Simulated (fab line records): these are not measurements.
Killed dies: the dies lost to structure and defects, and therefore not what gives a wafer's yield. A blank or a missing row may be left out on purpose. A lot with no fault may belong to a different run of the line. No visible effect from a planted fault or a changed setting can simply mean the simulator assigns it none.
8D (eight disciplines) problem report, filled in by code | flow gf180mcu | the parts of the form that need people (team, actions taken, sign-off) are left out

## 1. WHAT WENT WRONG
Wafers free of any fault read 0.327 ohm/sq (standard deviation 0.0067) for V4_W_RS at GF_V4_RS_MEAS_24, against a mean of 0.386 ohm/sq on 6 wafers of 2 lots. That is +8.8 standard deviations from the usual mean.
The step: measures by four-point-probe.
First observed at day 28 18:20: wafer L726.3, on filmMetro-01. The record has a number at this step for 30 wafers belonging to 10 lots. By rule, "out" or "out of limits" means more than 4 standard deviations away from the usual mean. The other wafers with a number count as sound.

## 2. WHAT THIS IS AND IS NOT
question                    | is                     | is not
which readings at this step | V4_W_RS                | -
which lots                  | L726, L730             | L715, L717, L719, L720, L723, L731, L733, L736
which wafers of those lots  | all that have a number | -
read on which gauges        | filmMetro-01           | filmMetro-02, filmMetro-04
when                        | from day 28 18:20      | up to then (15 sound wafers); but 9 sound wafers of L731, L733, L736 came after

## 3. SUSPECTS, AND WHAT RULES EACH OUT
Counting: a tool at a process step up to the reading stays a suspect if it ran every lot that is out and no sound lot after the first of them.
- the gauge at GF_V4_RS_MEAS_24: kept. All the wafers that are out were read on filmMetro-01, and no step on other tools shows them out.
- cvdW-02 at GF_V4_CVD_23 (deposits W, target thk 350 nm, time 104.9 s): kept. It processed each lot that is out, first L726 at day 28 18:14, and no sound lot thereafter; up to then, the last sound lot it processed was L723 at day 27 20:23.
The count leaves filmMetro-01 at GF_V4_RS_MEAS_24 and cvdW-02 at GF_V4_CVD_23.

## 4. THE CAUSE (what the simulator had put in)
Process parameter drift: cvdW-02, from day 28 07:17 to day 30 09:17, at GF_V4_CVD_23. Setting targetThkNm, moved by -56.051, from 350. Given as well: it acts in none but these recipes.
Of the 2 suspects that counting leaves, this tool is one.

## 5. SEQUENCE OF EFFECTS, ordered by route
Each row: a reading where the mean over the struck wafers with a number is more than 3 standard deviations away from the usual. Readings are gone through only where the record gives a usual standard deviation; hours: the median, over the lots, of the time from a lot's start at the first step in this table giving one to that lot's start at this step; sigmas: the change measured in usual standard deviations.
hours | step              | reading         | usual        | on struck wafers | change | sigmas
0     | GF_V4_RS_MEAS_24  | V4_W_RS         | 0.327 ohm/sq | 0.386            | +0.059 | +8.8
4     | GF_V4_THK_MEAS_25 | V4_W_THK        | 360 nm       | 303              | -57    | -7.7
6     | GF_V4_CMP_26      | timeToEndpointS | 85.1 s       | 74.3             | -10.8  | -3.8
It contains these process steps:
- GF_V4_CMP_26: polishes, stops on SiO2, t overpolish 15 s, target thk 0 nm.

## 6. HOW IT WOULD HAVE BEEN CAUGHT EARLIER
Counted from the fault's start at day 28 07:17, it took 11 hours until the first out-of-limits reading at a measuring or inspecting step in this record, taken at day 28 18:20.
An alarm limit of 4 standard deviations would not have fired on the tool readings at GF_V4_CVD_23 for which the record gives a usual standard deviation, since none of them was out on any struck wafer.
Lots out: 2; of these, L730 started GF_V4_CVD_23 on cvdW-02 after day 28 18:20. A tool hold placed at that time would have kept it from harm.
